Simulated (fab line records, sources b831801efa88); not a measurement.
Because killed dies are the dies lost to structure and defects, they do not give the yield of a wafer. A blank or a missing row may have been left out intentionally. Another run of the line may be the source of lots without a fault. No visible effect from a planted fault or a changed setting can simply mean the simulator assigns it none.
Check for tools in common || flow sky130 || Sampled: 13 lots, 48 wafers

== WHY IT WAS OPENED ==
3 of 13 lots carry a flag on the reading CAPM_CVD_00_THK at SKY_CAPM_THK_MEAS_01. Fault-free wafers read 15.44 nm, with a standard deviation of 0.2.
Rule: flag the lot when none of its wafers has a number, or when each of its wafers that has one lies beyond 4 standard deviations from that mean. As for the other lots, they are considered sound.

{"lot": "L861", "measured": "day 36 04:26", "on": "film metro-01", "CAPM_CVD_00_THK (nm), wafer by wafer": "15.42 15.46 15.34", "flag": ""}
{"lot": "L863", "measured": "day 36 17:25", "on": "film metro-02", "CAPM_CVD_00_THK (nm), wafer by wafer": "15.04 15.23 15.60", "flag": ""}
{"lot": "L865", "measured": "day 37 11:49", "on": "film metro-02", "CAPM_CVD_00_THK (nm), wafer by wafer": "15.56 15.26 15.79", "flag": ""}
{"lot": "L867", "measured": "day 38 01:41", "on": "film metro-02", "CAPM_CVD_00_THK (nm), wafer by wafer": "15.20 15.27 15.53", "flag": ""}
{"lot": "L868", "measured": "day 38 15:24", "on": "film metro-01", "CAPM_CVD_00_THK (nm), wafer by wafer": "30.69 30.91 31.14 30.60 30.89 31.09", "flag": "FLAGGED"}
{"lot": "L869", "measured": "day 38 19:41", "on": "film metro-01", "CAPM_CVD_00_THK (nm), wafer by wafer": "15.40 15.62 15.39", "flag": ""}
{"lot": "L870", "measured": "day 39 11:56", "on": "film metro-03", "CAPM_CVD_00_THK (nm), wafer by wafer": "15.70 15.78 15.66", "flag": ""}
{"lot": "L872", "measured": "day 40 04:02", "on": "film metro-03", "CAPM_CVD_00_THK (nm), wafer by wafer": "15.44 15.38 15.58", "flag": ""}
{"lot": "L876", "measured": "day 41 06:02", "on": "film metro-02", "CAPM_CVD_00_THK (nm), wafer by wafer": "30.31 30.69 31.03 30.33 30.69 31.03", "flag": "FLAGGED"}
{"lot": "L877", "measured": "day 41 09:19", "on": "film metro-02", "CAPM_CVD_00_THK (nm), wafer by wafer": "31.07 30.92 31.31 31.03 30.91 31.32", "flag": "FLAGGED"}
{"lot": "L882", "measured": "day 42 13:20", "on": "film metro-02", "CAPM_CVD_00_THK (nm), wafer by wafer": "15.28 15.57 15.56", "flag": ""}
{"lot": "L883", "measured": "day 42 17:38", "on": "film metro-03", "CAPM_CVD_00_THK (nm), wafer by wafer": "15.41 15.46 15.58", "flag": ""}
{"lot": "L884", "measured": "day 43 04:26", "on": "film metro-01", "CAPM_CVD_00_THK (nm), wafer by wafer": "15.44 16.06 15.77", "flag": ""}
The numbers of the flagged lots are 30.89 nm on average: +15.45 nm against the usual, or +77 standard deviations.

== LOT BY LOT: THE TOOL USED ==
3 process steps preceding the reading are held in the record, out of 708 steps in the route. Read each cell as the tool, then ch plus the chambers that the sampled wafers visited, then the start.
{"lot": "L861", "flag": "", "SKY_VIA2_ETCH_15": "rie diel-04 ch 0,1,2, day 36 02:55", "SKY_METAL3_SPUTTER_04": "pvd sputter-01, day 36 04:22", "SKY_CAPM_CVD_00": "pecvd-02 ch 0,1,2, day 36 04:25"}
{"lot": "L863", "flag": "", "SKY_VIA2_ETCH_15": "rie diel-02 ch 0,2,3, day 36 15:50", "SKY_METAL3_SPUTTER_04": "pvd sputter-01, day 36 17:21", "SKY_CAPM_CVD_00": "pecvd-01 ch 0,2, day 36 17:24"}
{"lot": "L865", "flag": "", "SKY_VIA2_ETCH_15": "rie diel-02 ch 0,1, day 37 10:17", "SKY_METAL3_SPUTTER_04": "pvd sputter-03, day 37 11:44", "SKY_CAPM_CVD_00": "pecvd-01 ch 0,1,2, day 37 11:47"}
{"lot": "L867", "flag": "", "SKY_VIA2_ETCH_15": "rie diel-04 ch 0,2, day 38 00:08", "SKY_METAL3_SPUTTER_04": "pvd sputter-01, day 38 01:37", "SKY_CAPM_CVD_00": "pecvd-01 ch 1,2, day 38 01:40"}
{"lot": "L868", "flag": "FLAGGED", "SKY_VIA2_ETCH_15": "rie diel-01 ch 0,2, day 38 13:38", "SKY_METAL3_SPUTTER_04": "pvd sputter-01, day 38 15:08", "SKY_CAPM_CVD_00": "pecvd-04 ch 0,1, day 38 15:00"}
{"lot": "L869", "flag": "", "SKY_VIA2_ETCH_15": "rie diel-04 ch 0,2, day 38 18:10", "SKY_METAL3_SPUTTER_04": "pvd sputter-03, day 38 19:36", "SKY_CAPM_CVD_00": "pecvd-01 ch 0,1,2, day 38 19:39"}
{"lot": "L870", "flag": "", "SKY_VIA2_ETCH_15": "rie diel-02 ch 1,2, day 39 09:58", "SKY_METAL3_SPUTTER_04": "pvd sputter-01, day 39 11:50", "SKY_CAPM_CVD_00": "pecvd-01 ch 0,1,2, day 39 11:54"}
{"lot": "L872", "flag": "", "SKY_VIA2_ETCH_15": "rie diel-02 ch 0,1, day 39 23:17", "SKY_METAL3_SPUTTER_04": "pvd sputter-03, day 40 03:58", "SKY_CAPM_CVD_00": "pecvd-04 ch 0,1,2, day 40 04:01"}
{"lot": "L876", "flag": "FLAGGED", "SKY_VIA2_ETCH_15": "rie diel-04 ch 0,1,3, day 41 04:20", "SKY_METAL3_SPUTTER_04": "pvd sputter-01, day 41 05:46", "SKY_CAPM_CVD_00": "pecvd-01 ch 0,1,2, day 41 05:49"}
{"lot": "L877", "flag": "FLAGGED", "SKY_VIA2_ETCH_15": "rie diel-01 ch 0,2, day 41 07:37", "SKY_METAL3_SPUTTER_04": "pvd sputter-03, day 41 09:04", "SKY_CAPM_CVD_00": "pecvd-04 ch 0,1,2, day 41 09:00"}
{"lot": "L882", "flag": "", "SKY_VIA2_ETCH_15": "rie diel-01 ch 0,1,2, day 42 11:32", "SKY_METAL3_SPUTTER_04": "pvd sputter-01, day 42 13:16", "SKY_CAPM_CVD_00": "pecvd-02 ch 0,1,2, day 42 13:19"}
{"lot": "L883", "flag": "", "SKY_VIA2_ETCH_15": "rie diel-02 ch 0,1,2, day 42 16:07", "SKY_METAL3_SPUTTER_04": "pvd sputter-02, day 42 17:33", "SKY_CAPM_CVD_00": "pecvd-04 ch 0,1, day 42 17:36"}
{"lot": "L884", "flag": "", "SKY_VIA2_ETCH_15": "rie diel-04 ch 1,2,3, day 43 02:53", "SKY_METAL3_SPUTTER_04": "pvd sputter-03, day 43 04:22", "SKY_CAPM_CVD_00": "pecvd-04 ch 0,1,2, day 43 04:25"}
What the steps here do:
- SKY_VIA2_ETCH_15: etches SiO2 in C4F8/O2/Ar, stops on TiN, target depth 546 nm, time 84 s.
- SKY_METAL3_SPUTTER_04: material TiN, target thk 70 nm, time 58.3 s.
- SKY_CAPM_CVD_00: deposits SiO2, target thk 15.5 nm.
- SKY_CAPM_THK_MEAS_01

== FLAGGED AGAINST TOTAL, ONE TOOL AT A TIME (gauges that did the reading follow at the end) ==
{"step": "SKY_VIA2_ETCH_15", "tool": "rie diel-01", "lots run": 3, "flagged": 2, "share of the flagged lots": "some", "sound lots run after its first flagged lot": "1 (L882)"}
{"step": "SKY_VIA2_ETCH_15", "tool": "rie diel-02", "lots run": 5, "flagged": 0, "share of the flagged lots": "none", "sound lots run after its first flagged lot": "-"}
{"step": "SKY_VIA2_ETCH_15", "tool": "rie diel-04", "lots run": 5, "flagged": 1, "share of the flagged lots": "some", "sound lots run after its first flagged lot": "1 (L884)"}
{"step": "SKY_METAL3_SPUTTER_04", "tool": "pvd sputter-01", "lots run": 7, "flagged": 2, "share of the flagged lots": "some", "sound lots run after its first flagged lot": "2 (L870,L882)"}
{"step": "SKY_METAL3_SPUTTER_04", "tool": "pvd sputter-02", "lots run": 1, "flagged": 0, "share of the flagged lots": "none", "sound lots run after its first flagged lot": "-"}
{"step": "SKY_METAL3_SPUTTER_04", "tool": "pvd sputter-03", "lots run": 5, "flagged": 1, "share of the flagged lots": "some", "sound lots run after its first flagged lot": "1 (L884)"}
{"step": "SKY_CAPM_CVD_00", "tool": "pecvd-01", "lots run": 6, "flagged": 1, "share of the flagged lots": "some", "sound lots run after its first flagged lot": 0}
{"step": "SKY_CAPM_CVD_00", "tool": "pecvd-02", "lots run": 2, "flagged": 0, "share of the flagged lots": "none", "sound lots run after its first flagged lot": "-"}
{"step": "SKY_CAPM_CVD_00", "tool": "pecvd-04", "lots run": 5, "flagged": 2, "share of the flagged lots": "some", "sound lots run after its first flagged lot": "3 (L872,L883,L884)"}
{"step": "SKY_CAPM_THK_MEAS_01", "tool": "film metro-01", "lots run": 4, "flagged": 1, "share of the flagged lots": "some", "sound lots run after its first flagged lot": "2 (L869,L884)"}
{"step": "SKY_CAPM_THK_MEAS_01", "tool": "film metro-02", "lots run": 6, "flagged": 2, "share of the flagged lots": "some", "sound lots run after its first flagged lot": "1 (L882)"}
{"step": "SKY_CAPM_THK_MEAS_01", "tool": "film metro-03", "lots run": 3, "flagged": 0, "share of the flagged lots": "none", "sound lots run after its first flagged lot": "-"}

== THE TABLE: WHAT IT ALLOWS ==
No row of the table ran every flagged lot.

== WHAT THE SIMULATOR HAD PUT IN ==
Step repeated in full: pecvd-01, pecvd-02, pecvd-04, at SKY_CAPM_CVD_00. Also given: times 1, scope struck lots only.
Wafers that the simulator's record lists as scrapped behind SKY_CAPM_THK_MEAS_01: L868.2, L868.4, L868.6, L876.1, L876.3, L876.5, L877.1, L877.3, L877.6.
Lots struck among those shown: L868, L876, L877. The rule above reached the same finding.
